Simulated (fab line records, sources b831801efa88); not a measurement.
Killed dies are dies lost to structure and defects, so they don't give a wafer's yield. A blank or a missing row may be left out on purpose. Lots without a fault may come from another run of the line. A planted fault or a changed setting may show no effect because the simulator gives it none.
A struck lot beside a sound one | flow sfq_line | 31 steps out of a route of 325
Sound: wafers L255.4, L255.5, L255.6. Struck: wafer L266.4. (L266.5, L266.6 of the same lot were not struck and are left out.) The cause comes at the end.
At each step with rows: each side's tool, then ch and its chambers, then its first start. Under that, the readings that differ: sound wafers | struck wafers | difference of the means | sigmas: that difference in standard deviations of wafers without a fault.
alike: readings whose means differ by less than 2 such deviations, and words and numbers that are the same on both sides. not compared: withheld readings, readings that some wafer has no value for, bounds like >300 that may hide the same value, and numbers for which the record gives no deviation and whose values overlap.
The two part at a step that has a row with sigmas, a row that says differs or no value, or rows on one side only. Numbers that don't overlap but have no deviation are shown without sigmas and don't part them. A reading that every wafer of one side lacks parts them only if that side has two wafers or more.

SFQ_INCOMING_BOW_MEAS_900:
  sound on film_metro-02, day 2 01:04; struck on film_metro-03, day 4 08:04
  alike: INCOMING_BOW
then, 1 step without rows for these wafers: SFQ_TRILAYER_INCOMING_OXIDATION_002 (target thk 500 nm, ox time 4939 s).
SFQ_TRILAYER_L0_DEP_SPUTTER_003: material MoNx KI, target thk 40 nm, time 100 s.
  sound on pvd_sputter-05, day 2 03:29; struck on pvd_sputter-03, day 4 10:29
  reading                                                  | sound             | struck | difference | sigmas
  model.MoNx_KI_of_TRILAYER_L0_DEP_SPUTTER_003.thk_nm (nm) | 40.33 40.01 40.19 | 25.73  | -14.45     |
  alike: throttle_valve_pct
SFQ_L0_RS_MEAS_901: measures by four-point-probe.
  sound on film_metro-01, day 2 03:37; struck on film_metro-02, day 4 10:55
  reading                | sound          | struck | difference | sigmas
  L0_MONX_KI_RS (ohm/sq) | 43.1 43.5 43.3 | 67.6   | +24.3      | +50
  not compared: hold
SFQ_L0_THK_MEAS_902: measures by xrf.
  sound on film_metro-01, day 2 03:43; struck on film_metro-02, day 4 13:13
  reading             | sound          | struck | difference | sigmas
  L0_MONX_KI_THK (nm) | 39.9 39.4 39.7 | 25.3   | -14.4      | -30
  not compared: hold
then, 5 steps without rows for these wafers: SFQ_TRILAYER_L0_LITHO_COAT_005 (resist thk 600 nm); SFQ_TRILAYER_L0_LITHO_SOFTBAKE_009; SFQ_TRILAYER_L0_LITHO_EXPOSE_006 (exposes mask L0, target cd 2000 nm); SFQ_TRILAYER_L0_LITHO_PEB_008 (peb time 60 s); SFQ_TRILAYER_L0_LITHO_DEVELOP_007 (time 60 s).
-- the record jumps here: 3 days lie between the struck wafers' starts before and after --
SFQ_TRILAYER_L0_BARC_OPEN_METAL_ETCH_010: etches BARC in O2, target depth 125 nm, time 41.7 s.
  sound on rie_metal-03 ch 0,1, day 5 01:50; struck on rie_metal-01 ch 0, day 7 13:05
  alike: drypump_motor_current_A, oes_product_au
  not compared: rf_hours_counter_h
SFQ_TRILAYER_L0_ETCH_METAL_ETCH_008: etches MoNx KI in SF6/O2, stops on SiO2, target depth 50 nm, time 25 s.
  sound on rie_metal-03 ch 0,1, day 5 01:53; struck on rie_metal-01 ch 0, day 7 13:08
  reading               | sound             | struck | difference | sigmas
  oes_product_au (a.u.) | 0.867 0.873 0.881 | 0.692  | -0.182     | -25
  alike: drypump_motor_current_A
  not compared: rf_hours_counter_h
SFQ_TRILAYER_L0_STRIP_STRIP_009: strips in O2.
  sound on rie_metal-03 ch 0,1, day 5 02:07; struck on rie_metal-01 ch 0, day 7 13:22
  alike: drypump_motor_current_A, oes_product_au, platen_temp_c
  not compared: rf_hours_counter_h
then, 1 step without rows for these wafers: SFQ_TRILAYER_L0_STRIP_SOLV_CLEAN_010 (cleans in NMP, time 600 s).
SFQ_TRILAYER_L0_CAP_PECVD_011: deposits SiO2 from SiH4/N2O, time 13.333 s, target thk 60 nm.
  sound on pecvd-02 ch 0,1,2, day 5 02:42; struck on pecvd-02 ch 0, day 7 13:57
  alike: heater_power_w, throttle_valve_pct
then, 6 steps without rows for these wafers: SFQ_TRILAYER_L0_VIA_LITHO_COAT_018 (resist thk 62 nm); SFQ_TRILAYER_L0_VIA_LITHO_COAT_013 (resist thk 650 nm); SFQ_TRILAYER_L0_VIA_LITHO_SOFTBAKE_017; SFQ_TRILAYER_L0_VIA_LITHO_EXPOSE_014 (exposes mask L0V, target cd 700 nm); SFQ_TRILAYER_L0_VIA_LITHO_PEB_016 (peb time 60 s); SFQ_TRILAYER_L0_VIA_LITHO_DEVELOP_015 (time 60 s).
-- the record jumps here: 3 days lie between the struck wafers' starts before and after --
SFQ_L0V_OVL_MEAS_903:
  sound on overlay-02, day 8 07:59; struck on overlay-02, day 11 00:43
  alike: L0V_OVL
SFQ_TRILAYER_L0_VIA_BARC_OPEN_VIA_ETCH_021: etches BARC in O2, target depth 125 nm, time 41.7 s.
  sound on rie_diel-02 ch 1,2,3, day 8 08:01; struck on rie_diel-04 ch 1, day 11 00:44
  alike: drypump_motor_current_A, oes_product_au
  not compared: rf_hours_counter_h
then, 4 steps without rows for these wafers: SFQ_TRILAYER_L0_VIA_ETCH_VIA_ETCH_016 (etches SiO2 in CHF3, stops on MoNx KI, target depth 80 nm); SFQ_TRILAYER_L0_VIA_STRIP_STRIP_017 (strips in O2); SFQ_TRILAYER_L0_VIA_STRIP_SOLV_CLEAN_018 (cleans in NMP, time 600 s); SFQ_TRILAYER_M0_DEP_PRE_CLEAN_020 (time 15 s).
SFQ_TRILAYER_M0_DEP_SPUTTER_019: material Nb, target thk 200 nm, time 133.3 s.
  sound on pvd_sputter-05, day 8 08:53; struck on pvd_sputter-03, day 11 01:38
  alike: throttle_valve_pct
SFQ_M0_RS_MEAS_904: measures by four-point-probe.
  sound on film_metro-03, day 8 09:03; struck on film_metro-02, day 11 01:47
  alike: M0_NB_RS
then, 1 step without rows for these wafers: SFQ_TRILAYER_M0_LITHO_COAT_026 (resist thk 62 nm).
-- the record jumps here: 70 days lie between the struck wafers' starts before and after --
SFQ_M8_BOW_MEAS_951:
  sound on film_metro-01, day 72 05:56; struck on film_metro-03, day 80 16:44
  reading                  | sound             | struck | difference | sigmas
  model.etest.l0.ohm_sq    | 43.15 43.49 43.3  | 67.62  | +24.31     |
  model.etest.l0v.link_ohm | 44.08 44.43 44.23 | 68.54  | +24.29     |
  model.etest.l0.ohm_um    | 21.58 21.75 21.65 | 33.84  | +12.18     |
  alike: M8_BOW

WHERE THEY PART
First at SFQ_L0_RS_MEAS_901; last, within this record, at SFQ_TRILAYER_L0_ETCH_METAL_ETCH_008. Later steps at which nothing parts them and some readings are alike: SFQ_TRILAYER_L0_STRIP_STRIP_009, SFQ_TRILAYER_L0_CAP_PECVD_011, SFQ_L0V_OVL_MEAS_903, SFQ_TRILAYER_L0_VIA_BARC_OPEN_VIA_ETCH_021, SFQ_TRILAYER_M0_DEP_SPUTTER_019, SFQ_M0_RS_MEAS_904, SFQ_M8_BOW_MEAS_951.

WHY: what the simulator had put in
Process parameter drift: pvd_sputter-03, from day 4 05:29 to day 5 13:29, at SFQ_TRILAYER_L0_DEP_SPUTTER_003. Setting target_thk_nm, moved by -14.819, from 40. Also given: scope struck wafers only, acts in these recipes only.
